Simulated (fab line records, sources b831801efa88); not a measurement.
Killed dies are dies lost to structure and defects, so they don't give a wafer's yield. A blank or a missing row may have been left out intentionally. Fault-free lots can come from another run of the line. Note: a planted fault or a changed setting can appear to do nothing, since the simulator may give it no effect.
One fault seen from 2 desks	flow sky130	each desk holds nothing but its own numbers, with what lay behind them at the end

FROM THE METROLOGY DESK
Means of the sampled wafers that have a number, per lot and without regard to the tool the lot ran on: this is what the gauges read. A lot is out of limits, marked OUT, if its mean lies more than 4 standard deviations from the usual mean; the brackets give that distance.
Columns: A = LDD_LDN_OVL at SKY_LDD_LDN_OVL_MEAS_07, usual -0.8 nm; B = LDD_LDN_TW at SKY_LDD_LDN_TW_MEAS_13, usual 1485; C = SPACER_CVD_00_THK at SKY_SPACER_THK_MEAS_01, usual 43.0 nm
lot	first seen here	A	B	C
L826	day 22 19:38	-0.6	1490	42.9
L827	day 23 04:06	1.0	1482	42.4
L830	day 24 09:47	-2.1	1472	42.9
L832	day 25 07:32	-1.5	1471	33.1 (-21) OUT
L833	day 25 11:50	1.5	1470	33.0 (-21) OUT
L834	day 26 02:18	1.1	1470	32.2 (-23) OUT
This desk reports L832, L833, L834 out of limits; the earliest was L832 at day 25 09:36 (SPACER_CVD_00_THK at SKY_SPACER_THK_MEAS_01). L826, L827, L830 stayed within limits.

FOR THE TOOL OWNER'S DESK: lpcvd-02
The tool's own readings at SKY_SPACER_CVD_00 (deposits Si3N4 from DCS/NH3, target thk 43.1 nm, time 740 s): means of the sampled wafers that have a number, for each lot that ran on this tool. A lot is out of limits, marked OUT, if its mean lies more than 4 standard deviations from the usual mean; the brackets give that distance.
Columns: A = spike tc upper C at SKY_SPACER_CVD_00, usual 770.4 C; B = zone power centre pct at SKY_SPACER_CVD_00, usual 13.9 %
lot	first seen here	A	B
L826	day 22 20:29	770.6	13.5
L827	day 23 04:56	769.8	14.4
L830	day 24 10:41	770.4	13.5
L832	day 25 08:23	770.4	14.4
L833	day 25 12:41	770.7	14.6
L834	day 26 03:08	770.1	13.8
This desk's finding: nothing out of limits on any of the 6 lots.

BROUGHT TOGETHER
Metrology desk: alarm possible at day 25 09:36 on L832, L833, L834.
The tool owner's desk saw nothing out of limits.
On record at the tool owner's desk: L832, L833, L834, within its limits.
Of the lots named, all ran SKY_SPACER_CVD_00 on lpcvd-02.

WHAT THE SIMULATOR HAD INSERTED
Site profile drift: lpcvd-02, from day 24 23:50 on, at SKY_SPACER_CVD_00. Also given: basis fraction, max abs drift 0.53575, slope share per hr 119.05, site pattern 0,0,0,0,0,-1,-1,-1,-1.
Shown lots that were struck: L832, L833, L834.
Per desk, hours elapsed from the start of the fault to the first reading out of limits: for the metrology desk, 10.
